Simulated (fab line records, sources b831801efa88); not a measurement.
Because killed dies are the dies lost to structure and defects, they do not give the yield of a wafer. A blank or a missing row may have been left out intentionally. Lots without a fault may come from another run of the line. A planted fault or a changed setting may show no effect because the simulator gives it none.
Which tool did it? || flow gf180mcu || 18 wafers from 6 lots sampled at 2 of the route's 602 steps

## WHAT THE GAUGES READ, wafer by wafer
GF_NWELL_OVL_MEAS_07.
{"lot": "L570", "measured": "day 4 01:01", "on": "overlay-01", "NWELL_OVL (nm)": "2.3 0.6 0.3"}
{"lot": "L572", "measured": "day 4 11:46", "on": "overlay-01", "NWELL_OVL (nm)": "-1.1 -0.4 -1.8"}
{"lot": "L575", "measured": "day 5 02:02", "on": "overlay-01", "NWELL_OVL (nm)": "-2.2 -0.6 0.4"}
{"lot": "L579", "measured": "day 6 01:35", "on": "overlay-01", "NWELL_OVL (nm)": "-1.6 1.3 0.5"}
{"lot": "L582", "measured": "day 6 17:43", "on": "overlay-02", "NWELL_OVL (nm)": "0.6 1.7 -0.7"}
{"lot": "L587", "measured": "day 7 23:20", "on": "overlay-01", "NWELL_OVL (nm)": "-3.3 - -"}

## EACH LOT AND THE TOOL THAT RAN IT (in order: tool; ch and the chambers of the sampled wafers; start)
{"lot": "L570", "GF_NWELL_DEVELOP_06": "lithoTrack-04 ch 0, day 4 00:00"}
{"lot": "L572", "GF_NWELL_DEVELOP_06": "lithoTrack-04 ch 0, day 4 11:00"}
{"lot": "L575", "GF_NWELL_DEVELOP_06": "lithoTrack-01 ch 0, day 5 01:00"}
{"lot": "L579", "GF_NWELL_DEVELOP_06": "lithoTrack-03 ch 0, day 6 01:00"}
{"lot": "L582", "GF_NWELL_DEVELOP_06": "lithoTrack-03 ch 0, day 6 17:00"}
{"lot": "L587", "GF_NWELL_DEVELOP_06": "lithoTrack-03 ch 0, day 7 23:00"}
- GF_NWELL_DEVELOP_06: develop time 60 s.

## THE ANSWER, worked out from the rows above alone
Rule: usual is defined by the lots themselves. Put in order of their means at a reading, lots are off if they are a third of the lots or fewer, leave a main group of 4 or more, and stand apart from it by a gap of 3 or more times the standard deviation of the main group's means; of several such gaps the widest counts. Not used: any main group whose means are identical at the precision the tables above print for the reading. A lot without any number at a reading at which 4 lots or more have one is off too. The other lots that the step has rows for count as sound.
No lot is off on any of the readings shown, so nothing can be concluded from this.

## WHAT WAS PUT IN BY THE SIMULATOR
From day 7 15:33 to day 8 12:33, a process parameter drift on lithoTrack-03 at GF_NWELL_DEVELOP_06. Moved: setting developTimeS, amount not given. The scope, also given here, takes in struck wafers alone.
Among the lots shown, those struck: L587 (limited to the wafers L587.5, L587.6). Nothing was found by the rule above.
